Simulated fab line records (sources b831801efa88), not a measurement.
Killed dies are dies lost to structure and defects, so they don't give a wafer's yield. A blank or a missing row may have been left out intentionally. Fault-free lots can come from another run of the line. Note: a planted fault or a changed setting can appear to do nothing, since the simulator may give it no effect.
Struck lot and sound lot, side by side	flow sky130	29 out of 708 route steps
Sound: the wafers L989.3, L989.4, L989.5. Wafers struck: L994.3, L994.5, L994.6. The cause comes at the end.
For every step that has rows: the tool of each side, followed by ch and its chambers, followed by its first start. Under that, the readings that differ: sound wafers	struck wafers	difference of the means	sigmas: that difference in standard deviations of wafers without a fault.
alike: readings whose means differ by less than 2 such deviations, and words and numbers that are the same on both sides. not compared: withheld readings, readings that some wafer has no value for, bounds like >300 that may hide the same value, and numbers for which the record gives no deviation and whose values overlap.
A row with sigmas, a row that says differs or no value, or rows on one side alone: a step with any of these is where the two part. Numbers that have no deviation but don't overlap get no sigmas and don't part them. A reading missing from all wafers of one side parts the sides only when that side holds two or more wafers.

first, 2 steps without rows for these wafers: SKY_METAL3_PEB_11; SKY_METAL3_DEVELOP_12 (develop time 60 s).
SKY_METAL3_CD_MEAS_13: target cd 300 nm.
  sound: cd sem-02 at day 40 15:57; struck: cd sem-02 at day 42 05:20
  alike: cd nm
SKY_METAL3_OVL_MEAS_14:
  sound: overlay-02 at day 40 16:02; struck: overlay-02 at day 42 05:25
  alike: METAL3_OVL
SKY_METAL3_DESCUM_15: chemistry O2, time 8 s.
  sound on rie metal-02 ch 0,1, day 40 16:05; struck on rie metal-01 ch 0,1, day 42 05:28
  alike: drypump motor current A, oes product au
  not compared: rf hours counter h
then, 1 step without rows for these wafers: SKY_METAL3_ETCH_16 (etches BARC in N2/H2, stops on SiO2, time 88.2 s, target depth 60 nm).
SKY_METAL3_ETCH_17: etches SiO2 in C4F8/O2/Ar, stops on TiN, time 3.9 s, target depth 15 nm.
  sound on rie diel-01 ch 2,3, day 40 16:12; struck on rie diel-02 ch 2,3, day 42 05:35
  alike: oes product au
SKY_METAL3_METAL_ETCH_18: etches the open film in Cl2/BCl3, stops on SiO2, target depth 845 nm, time 183.1 s.
  sound on rie metal-03 ch 0,1, day 40 16:17; struck on rie metal-03 ch 0,1, day 42 05:40
reading	sound	struck	difference	sigmas
oes product au (a.u.)	0.869 0.877 0.876	0.860 0.858 0.859	-0.015	-2
  alike: drypump motor current A, throttle valve pct
  not compared: rf hours counter h
then, 4 steps without rows for these wafers: SKY_METAL3_STRIP_19 (strips in O2/N2); SKY_METAL3_STRIP_20 (strips in post etch residue remover, time 1200 s); SKY_METAL3_CLEAN_21 (cleans in IPA, time 180 s); SKY_METAL3_CLEAN_22 (cleans in O3/DIW).
SKY_VIA3_HDPCVD_00: deposits SiO2, target thk 1635 nm, time 272.5 s.
  sound on hdpcvd-02 ch 0,1,2, day 40 16:59; struck on hdpcvd-02 ch 0,2, day 42 06:22
  no value came back on the struck wafers for pressure mtorr (mTorr), run length s (s); on the sound wafers pressure mtorr (mTorr) reads 6.020 6.008 5.982
then, 1 step without rows for these wafers: SKY_VIA3_CMP_02 (polishes SiO2).
SKY_VIA3_BOW_MEAS_03:
  sound: film metro-01 at day 40 18:02; struck: film metro-01 at day 42 06:56
  alike: VIA3_BOW
then, 8 steps without rows for these wafers: SKY_VIA3_DEHYDRATE_04 (time 60 s); SKY_VIA3_HMDS_05 (prime time 60 s); SKY_VIA3_COAT_06 (resist thk 60 nm); SKY_VIA3_COAT_07 (resist thk 450 nm); SKY_VIA3_SOFTBAKE_08 (time 90 s); SKY_VIA3_EXPOSE_09 (exposes mask VIM3, target cd 200 nm); SKY_VIA3_PEB_10; SKY_VIA3_DEVELOP_11 (develop time 60 s).
SKY_VIA3_CD_MEAS_12: target cd 200 nm.
  sound: cd sem-02 at day 41 17:57; struck: cd sem-01 at day 43 06:18
  alike: cd nm
SKY_VIA3_OVL_MEAS_13:
  sound: overlay-01 at day 41 18:02; struck: overlay-02 at day 43 06:23
  alike: VIA3_OVL
SKY_VIA3_ETCH_14: etches BARC in N2/H2, stops on SiO2, time 45.9 s, target depth 60 nm.
  sound on rie diel-01 ch 2,3, day 41 18:04; struck on rie diel-03 ch 1,2,3, day 43 06:25
reading	sound	struck	difference	sigmas
drypump motor current A (A)	5.2 5.2 5.2	6.3 6.4 6.4	+1.2	+2
  alike: oes product au, throttle valve pct
  not compared: rf hours counter h
SKY_VIA3_ETCH_15: etches SiO2 in C4F8/O2/Ar, stops on TiN, target depth 507 nm, time 78 s.
  sound on rie diel-01 ch 2,3, day 41 18:07; struck on rie diel-03 ch 1,2,3, day 43 06:28
reading	sound	struck	difference	sigmas
oes product au (a.u.)	0.943 0.937 0.943	0.370 0.377 0.379	-0.566	-99 or more
model.etch.depth nm (nm)	464 463.4 461.8	0 0 0	-463	
SKY_VIA3_STRIP_16: strips in O2/N2.
  sound on plasma asher-03 ch 0,1, day 41 18:12; struck on plasma asher-03 ch 0,1, day 43 06:33
  alike: drypump motor current A, oes product au, strip time to endpoint s
  not compared: rf hours counter h
-- the record jumps here: 6 days lie between the struck wafers' starts before and after (it left off in module VIA3 and takes up again in module PAD_OPEN, whose first step shown is number 708 of the route) --
SKY_PAD_OPEN_PROBE_99:
  sound: prober-02 at day 47 14:01; struck: prober-01 at day 48 19:55
reading	sound	struck	difference	sigmas
defect limited yield (%)	85.2 82.3 79.7	0 0 0	-82	-41
killed_at_M0_to_M3	35 46 60	483 480 480	+434	+65
killed at contacts	15 24 19	4 3 4	-16	-3
killed at front end	18 15 17	5 6 7	-11	-2
killed dies	73 87 100	492 492 492	+405	+42
killed on rim	14 16 13	96 96 96	+82	+23
killed open	41 46 59	9 10 17	-37	-5
killed short	32 41 41	8 8 7	-30	-5
sort_bin_3_pad_short (%)	0.6 1.2 1.0	26.6 22.2 24.6	+23.5	+55
sort_bin_5_function (%)	8.7 11.0 12.2	68.7 74.6 71.7	+61.0	+38
sort_bin_6_memory (%)	5.5 5.5 7.1	4.7 3.3 3.7	-2.1	-2
sort n pass	419 405 392	0 0 0	-405	-42
sort yield pct (%)	85.2 82.3 79.7	0 0 0	-82	-41
  alike: killed_at_M4_up, killed at other

## WHERE THEY PART
At SKY_METAL3_METAL_ETCH_18 first; at SKY_PAD_OPEN_PROBE_99 last (within this record only).

WHY: the cause the simulator had injected
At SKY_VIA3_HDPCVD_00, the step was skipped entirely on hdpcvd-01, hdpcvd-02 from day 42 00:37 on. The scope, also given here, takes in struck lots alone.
